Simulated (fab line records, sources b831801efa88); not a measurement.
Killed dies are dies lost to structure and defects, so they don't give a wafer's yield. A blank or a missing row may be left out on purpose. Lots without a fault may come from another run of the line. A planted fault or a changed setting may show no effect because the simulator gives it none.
A struck lot beside a sound one | flow gf180mcu | 15 steps out of a route of 602
Sound: wafers L883.4, L883.5, L883.6. Struck: wafer L889.5. (L889.2, L889.6 of the same lot were not struck and are left out.) The cause comes at the end.
At each step with rows: each side's tool, then ch and its chambers, then its first start. Under that, the readings that differ: sound wafers | struck wafers | difference of the means | sigmas: that difference in standard deviations of wafers without a fault.
alike: readings whose means differ by less than 2 such deviations, and words and numbers that are the same on both sides. not compared: withheld readings, readings that some wafer has no value for, bounds like >300 that may hide the same value, and numbers for which the record gives no deviation and whose values overlap.
The two part at a step that has a row with sigmas, a row that says differs or no value, or rows on one side only. Numbers that don't overlap but have no deviation are shown without sigmas and don't part them. A reading that every wafer of one side lacks parts them only if that side has two wafers or more.

GF_M4_SPUTTER_04: material TiN, target thk 50 nm, time 41.7 s.
  sound on pvd_sputter-02, day 25 01:29; struck on pvd_sputter-02, day 26 12:40
  alike: throttle_valve_pct
GF_M4_RS_MEAS_05: measures by four-point-probe.
  sound on film_metro-04, day 25 01:35; struck on film_metro-04, day 26 12:43
  alike: M4_ALCU_RS
GF_M4_THK_MEAS_06: measures by xrf.
  sound on film_metro-04, day 25 01:41; struck on film_metro-04, day 26 12:50
  alike: M4_ALCU_THK
then, 7 steps without rows for these wafers: GF_M4_DEHYDRATE_07 (time 60 s); GF_M4_HMDS_08 (prime time 60 s); GF_M4_COAT_09 (resist thk 1000 nm); GF_M4_SOFTBAKE_10 (time 60 s); GF_M4_EXPOSE_11 (exposes mask Metal4, target cd 280 nm); GF_M4_PEB_12 (peb time 90 s); GF_M4_DEVELOP_13 (develop time 60 s).
GF_M4_CD_MEAS_14: target cd 280 nm.
  sound on cd_sem-01, day 25 23:04; struck on cd_sem-01, day 27 08:37
  alike: cd_nm
GF_M4_OVL_MEAS_15:
  sound on overlay-02, day 25 23:08; struck on overlay-02, day 27 08:44
  alike: M4_OVL
GF_M4_METAL_ETCH_16: etches the open film in Cl2/BCl3, stops on SiO2, target depth 750.8 nm, time 125.1 s.
  sound on rie_metal-02 ch 0,1, day 25 23:12; struck on rie_metal-02 ch 0, day 27 08:46
  reading                             | sound                | struck | difference | sigmas
  oes_product_au (a.u.)               | 0.981 1.001 0.977    | 0.848  | -0.138     | -25
  throttle_valve_pct (%)              | 28.236 28.229 28.220 | 28.370 | +0.142     | +16
  model.KrF_of_M4_COAT_09.thk_nm (nm) | 689.8 681.9 695.8    | 754.7  | +65.5      |
  alike: drypump_motor_current_A, mfc_cl2_sccm, rf_fwd_power_W
  not compared: rf_hours_counter_h
GF_M4_STRIP_17: strips in O2/N2.
  sound on plasma_asher-04 ch 0,1, day 25 23:19; struck on plasma_asher-03 ch 1, day 27 08:53
  reading                      | sound             | struck | difference | sigmas
  oes_product_au (a.u.)        | 0.540 0.539 0.545 | 0.570  | +0.029     | +6
  strip_time_to_endpoint_s (s) | 7.44 7.34 7.50    | 8.07   | +0.64      | +13
  alike: drypump_motor_current_A, heater_power_w
  not compared: rf_hours_counter_h
then, 1 step without rows for these wafers: GF_M4_STRIP_18 (strips in post etch residue remover, time 1200 s).

WHERE THEY PART
First at GF_M4_METAL_ETCH_16; last, within this record, at GF_M4_STRIP_17.

WHY: what the simulator had put in
Process parameter drift: rie_metal-02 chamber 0, from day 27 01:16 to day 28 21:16, at GF_M4_METAL_ETCH_16. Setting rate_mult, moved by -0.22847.
